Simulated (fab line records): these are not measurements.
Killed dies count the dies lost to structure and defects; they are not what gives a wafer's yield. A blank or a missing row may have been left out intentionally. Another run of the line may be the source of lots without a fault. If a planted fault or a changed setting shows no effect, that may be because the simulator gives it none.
Comparing a struck lot with a sound one / flow sky130 / 15 steps out of a route of 708
Sound: wafers L636.1, L636.2, L636.6. Wafers struck: L638.1, L638.4, L638.5. The cause comes at the end.
Each step with rows lists, per side, the tool, then ch with its chambers, then its first start. Under that, the readings that differ: sound wafers / struck wafers / difference of the means / sigmas: that difference in standard deviations of wafers without a fault.
alike: same words and numbers on both sides, and readings whose means sit less than 2 such deviations apart. not compared: any withheld reading, any reading some wafer has no value for, any bound like >300 that may hide the same value, and any number with overlapping values for which the record gives no deviation.
The two part at a step that has a row with sigmas, a row that says differs or no value, or rows on one side only. Numbers that don't overlap but have no deviation are shown without sigmas and don't part them. A reading that every wafer of one side lacks parts them only if that side has two wafers or more.

first, 5 steps without rows for these wafers: SKY_SONOS_TUNNEL_COAT_02 (resist thk 1140 nm); SKY_SONOS_TUNNEL_SOFTBAKE_03 (time 60 s); SKY_SONOS_TUNNEL_EXPOSE_04 (exposes mask TUNM, target cd 410 nm); SKY_SONOS_TUNNEL_PEB_05; SKY_SONOS_TUNNEL_DEVELOP_06 (develop time 60 s).
SKY_SONOS_TUNNEL_CD_MEAS_07: the cd target is 410 nm.
  sound on cd_sem-02, day 13 00:56; struck on cd_sem-02, day 13 20:53
reading=cd_nm (nm); sound=404.7 405.8 406.6; struck=412.9 412.2 410.9; difference=+6.3; sigmas=+3
SKY_SONOS_TUNNEL_OVL_MEAS_08:
  sound on overlay-02, day 13 01:03; struck on overlay-01, day 13 21:00
  alike: SONOS_TUNNEL_OVL
then, 3 steps without rows for these wafers: SKY_SONOS_TUNNEL_IMPLANT_09; SKY_SONOS_TUNNEL_WET_ETCH_10 (etches SiO2 in dHF, target depth 14 nm, time 280 s); SKY_SONOS_TUNNEL_STRIP_11 (strips in SPM, time 600 s).
SKY_SONOS_TUNNEL_TW_MEAS_12:
  sound on film_metro-01, day 13 01:31; struck on film_metro-01, day 13 21:27
  alike: SONOS_TUNNEL_TW
then, 1 step without rows for these wafers: SKY_SONOS_TUNNEL_CLEAN_13 (cleans in dHF, time 20 s).
SKY_SONOS_ONO_OXIDATION_00: stabilise 600 s, purge 300 s, target thk 2.6 nm.
  sound on furnace-01 ch 0, day 13 01:35; struck on furnace-01 ch 0, day 13 22:35
reading=model.SiO2_of_SONOS_ONO_OXIDATION_00.thk_nm (nm); sound=2.685 2.673 2.645; struck=2.228 2.254 2.232; difference=-0.430; sigmas=
  alike: ramp_up_c_per_min, tube_center_temp_C_max, zone_power_upper_pct
SKY_SONOS_ONO_THK_MEAS_01:
  sound on film_metro-03, day 13 02:56; struck on film_metro-04, day 14 00:11
reading=SONOS_ONO_OXIDATION_THK (nm); sound=2.65 2.64 2.67; struck=2.22 2.25 2.23; difference=-0.42; sigmas=-8
  not compared: hold
-- a jump in the record: the struck wafers' starts before and after are 34 days apart (it breaks off in module SONOS_ONO and resumes in module PAD_OPEN, where the first step shown is number 708 of the route) --
SKY_PAD_OPEN_PROBE_99:
  sound on prober-01, day 46 22:42; struck on prober-01, day 47 19:58
reading=model.etest.sonos_erased.drive_ua_um; sound=205.4 168.8 189.8; struck=226.4 207.9 248.4; difference=+39.6; sigmas=
reading=model.etest.cap_ono.gate_log10_a_cm2; sound=-7.852 -7.963 -8.052; struck=-7.549 -7.448 -7.288; difference=+0.527; sigmas=
reading=model.etest.cap_ono.tox_acc_nm (nm); sound=12.76 12.97 12.95; struck=12.63 12.55 12.37; difference=-0.38; sigmas=
reading=model.etest.sonos_erased.vt_v (V); sound=-2.322 -2.203 -2.239; struck=-2.489 -2.481 -2.559; difference=-0.255; sigmas=
reading=model.etest.sonos_baked.vt_less_v (V); sound=-0.4942 -0.4889 -0.473; struck=-0.5687 -0.6039 -0.6976; difference=-0.1380; sigmas=
  alike: killed_at_M0_to_M3, killed_at_M4_up, killed_at_contacts, killed_at_front_end, killed_at_other, killed_dies, killed_open, killed_short
  not compared: model.etest.cap_ono.gate_bv_v

WHERE THEY PART
Last at SKY_SONOS_ONO_THK_MEAS_01 as far as this record goes, first at SKY_SONOS_TUNNEL_CD_MEAS_07. Later steps at which nothing parts them and some readings are alike: SKY_PAD_OPEN_PROBE_99.

WHY: whatever the simulator had introduced
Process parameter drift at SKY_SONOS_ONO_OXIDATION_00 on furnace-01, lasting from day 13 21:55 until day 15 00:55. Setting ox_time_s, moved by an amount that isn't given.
